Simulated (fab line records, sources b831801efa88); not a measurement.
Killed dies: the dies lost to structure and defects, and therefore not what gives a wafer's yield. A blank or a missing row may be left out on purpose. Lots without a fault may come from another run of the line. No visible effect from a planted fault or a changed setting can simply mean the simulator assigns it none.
fab line records	flow sfq-line
record: lots: 6	wafers: 18	last-day: 85
route steps=325 shown JJ@186 M5@198
lots untouched by any fault: they come from a run of this same line in which no faults occurred
start-h: start of the lot's first displayed wafer, in hours after the record's first day	wait-h: hours since the lot's step before	" as in the row above	L1.1+2: a row that stands for several wafers	- no value, or no start given	* or withheld: withheld	< > ~ a bound
route shown NAME@n: names a module that has steps shown in the file, with the first one's number in the route	usual: average and standard deviation across the fault-free wafers	same: alike in all rows	chamber/n: place in a boat	sites: per-site readings	_std_site: standard deviation of those values	_edge_site: inner sites' mean taken away from outer sites' mean	radius-mm: how far each site lies from the wafer's centre	mask NAME#n: copy n	behind: the most recent tool/chamber to have shaped the wafer	hold: the reason the lot was held/the length of the hold in hours/how it ended	device: transistor that didn't switch, given as n, p or np	end of line: tests of these same wafers at the route's end	a step without rows: its recipe alone	killed: count of dies lost to structure and defects at first sort (not the wafer's yield)	map: the dies of a wafer, with x for killed, . for not killed, _ for no die there
set.NAME: the run value of the setting; set.NAME@STEP: its run value at that earlier step	model.NAME: the simulator's own value behind a step, which no gauge read
a table for each step, a row for each wafer; lots at some steps of the route
services: the hour from which a tool's chamber was out of use, counted from the record's first day as start-h (under 0 if before that day), plus the number of hours and why
== steps ==
step: SFQ_TRILAYER_JJ_CE_LITHO_COAT_114
recipe: resist: KrF	spin-rpm: 3000	resist-thk-nm: 600
step: SFQ_TRILAYER_JJ_CE_LITHO_SOFTBAKE_118
recipe: temp-c: withheld	time-s: withheld	resist: KrF
step: SFQ_TRILAYER_JJ_CE_LITHO_EXPOSE_115
recipe: mask-id: J5	na: 0.6	source-shape: conventional	sigma-outer: 0.65	target-cd-nm: 700	dose-mj: 14.4
step: SFQ_TRILAYER_JJ_CE_LITHO_PEB_117
recipe: peb-temp-c: 115	peb-time-s: 60	resist: KrF
step: SFQ_TRILAYER_JJ_CE_LITHO_DEVELOP_116
recipe: time-s: 60	resist: KrF
step: SFQ_JJ_OVL_MEAS_931
usual: J5_OVL: -4/5.1
lot.wafer	tool	chamber	start-h	wait-h	J5_OVL[nm]
L950.2	overlay-01	-	1428.68	0.1	2
L950.3	"	-	"	"	3
L950.4	"	-	"	"	-3
L955.3	overlay-01	-	1475.49	0.1	-5
L955.5	"	-	"	"	-8
L955.6	"	-	"	"	-2
L963.1	overlay-02	-	1520.10	0.1	1
L963.2	"	-	"	"	6
L963.5	"	-	"	"	-3
L964.2	overlay-01	-	1528.51	0.1	2
L964.3	"	-	"	"	-3
L964.4	"	-	"	"	-6
L966.2	overlay-02	-	1533.31	0.1	-8
L966.5	"	-	"	"	-14
L966.6	"	-	"	"	-7
L967.2	overlay-02	-	1534.51	0.1	-8
L967.5	"	-	"	"	-11
L967.6	"	-	"	"	-8
step: SFQ_TRILAYER_JJ_CE_METRO_MEASURE_117
usual: cd-nm: 700.3/1.4
lot.wafer	tool	chamber	start-h	wait-h	cd-nm
L950.2	cd-sem-02	-	1428.91	0.2	699.4
L950.3	"	-	"	"	700.8
L950.4	"	-	"	"	700.7
L955.3	cd-sem-01	-	1475.91	0.4	700.3
L955.5	"	-	"	"	700.7
L955.6	"	-	"	"	699.7
L963.1	cd-sem-02	-	1520.14	0.0	701.2
L963.2	"	-	"	"	701.7
L963.5	"	-	"	"	701.6
L964.2	cd-sem-01	-	1528.74	0.2	700.1
L964.3	"	-	"	"	700.3
L964.4	"	-	"	"	699.5
L966.2	cd-sem-01	-	1533.54	0.2	699.8
L966.5	"	-	"	"	700.7
L966.6	"	-	"	"	699.0
L967.2	cd-sem-02	-	1534.74	0.2	698.7
L967.5	"	-	"	"	698.8
L967.6	"	-	"	"	698.6
step: SFQ_TRILAYER_JJ_CE_BARC_OPEN_RIE_150
recipe: mask-material: PR	chemistry: O2	target-depth-nm: 240	target: BARC	icp-w: 600	bias-w: 80	pressure-mtorr: 10	time-s: 80
usual: drypump-motor-current-A: 5.74/0.27	oes-product-au: 0.538/0.0046
lot.wafer	tool	chamber	start-h	wait-h	drypump-motor-current-A	oes-product-au	rf-hours-counter-h
L950.2	rie-metal-02	1	1429.91	0.8	5.76	0.538	117
L950.3	"	1	"	"	5.77	0.544	-
L950.4	"	0	"	"	5.66	0.539	-
L955.3	rie-metal-03	1	1476.74	0.6	5.99	0.549	-
L955.5	"	1	"	"	5.96	0.532	-
L955.6	"	0	"	"	5.96	0.541	-
L963.1	rie-metal-02	0	1521.34	1.0	5.63	0.532	78
L963.2	"	1	"	"	5.75	0.523	2
L963.5	"	0	"	"	5.62	0.543	-
L964.2	rie-metal-02	0	1529.74	0.8	5.65	0.539	78
L964.3	"	0	"	"	5.65	0.529	-
L964.4	"	1	"	"	5.75	0.534	-
L966.2	rie-metal-04	0	1534.54	0.8	5.01	0.536	1
L966.5	"	0	"	"	5.01	0.526	-
L966.6	"	1	"	"	5.81	0.535	-
L967.2	rie-metal-03	1	1535.74	0.8	5.97	0.535	69
L967.5	"	1	"	"	5.96	0.534	-
L967.6	"	0	"	"	5.95	0.539	-
step: SFQ_TRILAYER_JJ_CE_ETCH_RIE_118
recipe: target: Nb	stop-on: Al2O3	mask-material: PR	taper-deg: 13.257	over-etch-frac: 0.15	time-s: 97.7	chemistry: SF6	target-depth-nm: 170	icp-w: 600	bias-w: 80	pressure-mtorr: 10
usual: drypump-motor-current-A: 5.74/0.27	oes-product-au: 0.986/0.0099
lot.wafer	tool	chamber	start-h	wait-h	drypump-motor-current-A	oes-product-au	rf-hours-counter-h
L950.2	rie-metal-02	1	1430.00	0.1	5.73	0.979	117
L950.3	"	1	"	"	5.77	0.987	-
L950.4	"	0	"	"	5.63	0.999	-
L955.3	rie-metal-03	1	1476.84	0.1	5.97	1.000	-
L955.5	"	1	"	"	5.97	0.988	-
L955.6	"	0	"	"	5.94	0.983	-
L963.1	rie-metal-02	0	1521.43	0.1	5.61	0.990	78
L963.2	"	1	"	"	5.74	0.974	2
L963.5	"	0	"	"	5.65	0.995	-
L964.2	rie-metal-02	0	1529.83	0.1	5.62	0.992	78
L964.3	"	0	"	"	5.64	0.988	-
L964.4	"	1	"	"	5.72	0.988	-
L966.2	rie-metal-04	0	1534.63	0.1	5.03	0.979	1
L966.5	"	0	"	"	5.01	0.986	-
L966.6	"	1	"	"	5.83	1.005	-
L967.2	rie-metal-03	1	1535.83	0.1	5.97	0.991	69
L967.5	"	1	"	"	5.98	0.988	-
L967.6	"	0	"	"	5.95	0.990	-
step: SFQ_TRILAYER_JJ_ANODIZE_ANODIZE_119
recipe: current-density-ma-cm2: withheld	end-current-density-ma-cm2: withheld	bath-temp-c: withheld
step: SFQ_TRILAYER_JJ_CE_STRIP_STRIP_120
recipe: gas: O2	power-w: 200	platen-temp-c: 40	overash-fraction: 0.65	chemistry: O2	pressure-mtorr: 50
usual: drypump-motor-current-A: 5.72/0.29	oes-product-au: 1.000/0.013
lot.wafer	tool	chamber	start-h	wait-h	drypump-motor-current-A	oes-product-au	rf-hours-counter-h
L950.2	rie-metal-03	1	1430.61	0.0	5.96	1.008	51
L950.3	"	1	"	"	5.96	1.009	-
L950.4	"	0	"	"	5.92	0.971	-
L955.3	rie-metal-04	0	1477.61	0.2	5.03	1.013	-
L955.5	"	0	"	"	5.00	1.024	-
L955.6	"	1	"	"	5.85	1.021	-
L963.1	rie-metal-04	1	1522.03	0.0	5.84	1.009	65
L963.2	"	1	"	"	5.86	1.010	-
L963.5	"	1	"	"	5.86	1.008	-
L964.2	rie-metal-03	0	1530.43	0.0	5.92	0.985	20
L964.3	"	0	"	"	5.96	0.968	-
L964.4	"	1	"	"	5.95	0.979	-
L966.2	rie-metal-02	0	1535.23	0.0	5.65	1.001	79
L966.5	"	0	"	"	5.60	1.001	-
L966.6	"	1	"	"	5.75	0.982	-
L967.2	rie-metal-04	1	1536.48	0.0	5.82	1.015	67
L967.5	"	1	"	"	5.84	1.019	-
L967.6	"	0	"	"	5.03	0.981	-
step: SFQ_TRILAYER_JJ_CE_STRIP_SOLV_CLEAN_121
recipe: chemistry: NMP	temp-c: 70	time-s: 600
step: SFQ_TRILAYER_M5_LITHO_COAT_128
recipe: resist: BARC	spin-rpm: 3000	resist-thk-nm: 62
lot.wafer	tool	chamber	start-h	wait-h	model.BARC_of_TRILAYER_M5_LITHO_COAT_128.thk-nm
L950.2	litho-track-04	0	1431.61	0.1	62.14
L950.3	"	0	"	"	62.16
L950.4	"	0	"	"	62.24
L955.3	litho-track-03	0	1478.28	0.1	62.25
L955.5	"	0	"	"	62.28
L955.6	"	0	"	"	62.33
L963.1	litho-track-04	0	1523.41	0.0	67.97
L963.2	"	0	"	"	68.06
L963.5	"	0	"	"	68.07
L964.2	litho-track-04	0	1531.27	0.1	68.03
L964.3	"	0	"	"	67.94
L964.4	"	0	"	"	68.01
L966.2	litho-track-01	0	1536.07	0.1	61.7
L966.5	"	0	"	"	61.8
L966.6	"	0	"	"	61.74
L967.2	litho-track-03	0	1537.30	0.1	62.26
L967.5	"	0	"	"	62.2
L967.6	"	0	"	"	62.07
step: SFQ_TRILAYER_M5_LITHO_COAT_123
recipe: resist: KrF	spin-rpm: 3000	resist-thk-nm: 600
step: SFQ_TRILAYER_M5_LITHO_SOFTBAKE_127
recipe: temp-c: withheld	time-s: withheld	resist: KrF
step: SFQ_TRILAYER_M5_LITHO_EXPOSE_124
recipe: mask-id: M5	na: 0.6	source-shape: conventional	sigma-outer: 0.65	target-cd-nm: 700	dose-mj: 14.4
step: SFQ_TRILAYER_M5_LITHO_PEB_126
recipe: peb-temp-c: 115	peb-time-s: 60	resist: KrF
step: SFQ_TRILAYER_M5_LITHO_DEVELOP_125
recipe: time-s: 60	resist: KrF
step: SFQ_M5_OVL_MEAS_932
usual: M5_OVL: 0/5.2
lot.wafer	tool	chamber	start-h	wait-h	M5_OVL[nm]
L950.2	overlay-02	-	1433.81	0.1	-6
L950.3	"	-	"	"	-5
L950.4	"	-	"	"	-9
L955.3	overlay-01	-	1482.91	0.1	2
L955.5	"	-	"	"	3
L955.6	"	-	"	"	4
L963.1	overlay-01	-	1632.20	0.1	-5
L963.2	"	-	"	"	-12
L963.5	"	-	"	"	-7
L964.2	overlay-02	-	1638.21	0.1	-3
L964.3	"	-	"	"	6
L964.4	"	-	"	"	-2
L966.2	overlay-02	-	1646.09	0.1	2
L966.5	"	-	"	"	6
L966.6	"	-	"	"	-1
L967.2	overlay-02	-	1647.29	0.1	-4
L967.5	"	-	"	"	5
L967.6	"	-	"	"	-1
step: SFQ_TRILAYER_M5_BARC_OPEN_METAL_ETCH_161
recipe: mask-material: PR	chemistry: O2	target-depth-nm: 125	target: BARC	icp-w: 600	bias-w: 80	pressure-mtorr: 10	time-s: 41.7
usual: drypump-motor-current-A: 5.8/0.4	oes-product-au: 0.686/0.0048
lot.wafer	tool	chamber	start-h	wait-h	drypump-motor-current-A	oes-product-au	rf-hours-counter-h	model.etch.depth-nm
L950.2	rie-metal-03	1	1433.84	0.0	6.0	0.679	52	62.14
L950.3	"	0	"	"	5.9	0.690	-	62.16
L950.4	"	1	"	"	6.0	0.692	-	62.24
L955.3	rie-metal-03	1	1482.96	0.0	6.0	0.682	-	62.25
L955.5	"	1	"	"	6.0	0.682	-	62.28
L955.6	"	0	"	"	5.9	0.687	-	62.33
L963.1	rie-metal-03	0	1632.24	0.0	5.9	0.719	35	67.97
L963.2	"	1	"	"	5.9	0.717	83	68.06
L963.5	"	0	"	"	5.9	0.728	-	68.07
L964.2	rie-metal-04	1	1638.24	0.0	5.8	0.709	81	68.03
L964.3	"	1	"	"	5.8	0.714	-	67.94
L964.4	"	0	"	"	5.0	0.716	-	68.01
L966.2	rie-metal-04	0	1646.12	0.0	5.0	0.691	16	61.7
L966.5	"	1	"	"	5.8	0.687	-	61.8
L966.6	"	0	"	"	5.0	0.678	-	61.74
L967.2	rie-metal-03	1	1647.32	0.0	6.0	0.684	86	62.26
L967.5	"	1	"	"	6.0	0.694	-	62.2
L967.6	"	0	"	"	5.9	0.686	-	62.07
step: SFQ_TRILAYER_M5_ETCH_METAL_ETCH_126
recipe: target: Nb	stop-on: SiO2	mask-material: PR	over-etch-frac: 0.15	time-s: 203.2	chemistry: Cl2/BCl3	target-depth-nm: 265	icp-w: 600	bias-w: 80	pressure-mtorr: 10
usual: drypump-motor-current-A: 5.8/0.4	oes-product-au: 0.728/0.0066
lot.wafer	tool	chamber	start-h	wait-h	drypump-motor-current-A	oes-product-au	rf-hours-counter-h
L950.2	rie-metal-03	1	1433.90	0.0	6.0	0.719	52
L950.3	"	0	"	"	5.9	0.728	-
L950.4	"	1	"	"	6.0	0.732	-
L955.3	rie-metal-03	1	1483.06	0.1	5.9	0.742	-
L955.5	"	1	"	"	6.0	0.735	-
L955.6	"	0	"	"	5.9	0.740	-
L963.1	rie-metal-03	0	1632.30	0.0	5.9	0.716	35
L963.2	"	1	"	"	6.0	0.718	83
L963.5	"	0	"	"	5.9	0.729	-
L964.2	rie-metal-04	1	1638.30	0.0	5.8	0.736	82
L964.3	"	1	"	"	5.8	0.723	-
L964.4	"	0	"	"	5.0	0.721	-
L966.2	rie-metal-04	0	1646.18	0.0	5.0	0.726	16
L966.5	"	1	"	"	5.8	0.734	-
L966.6	"	0	"	"	5.0	0.749	-
L967.2	rie-metal-03	1	1647.38	0.0	6.0	0.718	86
L967.5	"	1	"	"	5.9	0.728	-
L967.6	"	0	"	"	5.9	0.729	-
== services ==
tool	chamber	start-h	hours	kind
cd-sem-02	-	1431.47	0.5	pm
rie-metal-02	-	1437.83	1.4	pm
rie-metal-02	1	1485.10	-	clean
rie-metal-02	1	1485.10	-	consumable-replace:focus-ring
rie-metal-02	1	1485.10	18.4	scheduled-down
rie-metal-02	1	1485.10	18.4	vent-cycle
cd-sem-01	-	1490.01	1.1	pm
rie-metal-04	0	1511.08	-	clean
rie-metal-04	0	1511.08	-	consumable-replace:focus-ring
rie-metal-04	0	1511.08	16.7	scheduled-down
rie-metal-04	0	1511.08	16.7	vent-cycle
cd-sem-02	-	1514.14	1.6	pm
cd-sem-02	-	1527.81	0.3	pm
cd-sem-01	-	1569.80	1.5	pm
cd-sem-01	-	1572.58	0.5	pm
cd-sem-02	-	1581.69	0.6	pm
rie-metal-02	0	1613.74	14.9	repair
cd-sem-02	-	1615.47	0.6	pm
== key ==
first-sign: step: SFQ_TRILAYER_M5_BARC_OPEN_METAL_ETCH_161	reading: oes-product-au	direction: up	sigmas: 6.6	usual: 0.686	struck: 0.717
effect none on later readings
model-effect: step: SFQ_TRILAYER_M5_LITHO_COAT_128	value: BARC_of_TRILAYER_M5_LITHO_COAT_128.thk-nm	without: 62.06	struck: 68.01
model-effect: step: SFQ_TRILAYER_M5_BARC_OPEN_METAL_ETCH_161	value: etch.depth-nm	without: 62.06	struck: 68.01
met-at SFQ_TRILAYER_M5_LITHO_COAT_128
struck-wafers L963.1,L963.2,L963.5,L964.2,L964.3,L964.4
onset-between 1431.61 1523.41
also-fits SFQ_TRILAYER_JJ_CE_BARC_OPEN_RIE_150:rie-metal-02,SFQ_TRILAYER_JJ_CE_ETCH_RIE_118:rie-metal-02
fault: kind: process-parameter-drift	tool: litho-track-04	chamber: -	onset-h: 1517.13	steps: SFQ_TRILAYER_M5_LITHO_COAT_128	channel: resist-thk-nm	offset: 5.9506	shape: step	end-h: 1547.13	acts-in: these-recipes-only	stated: 62
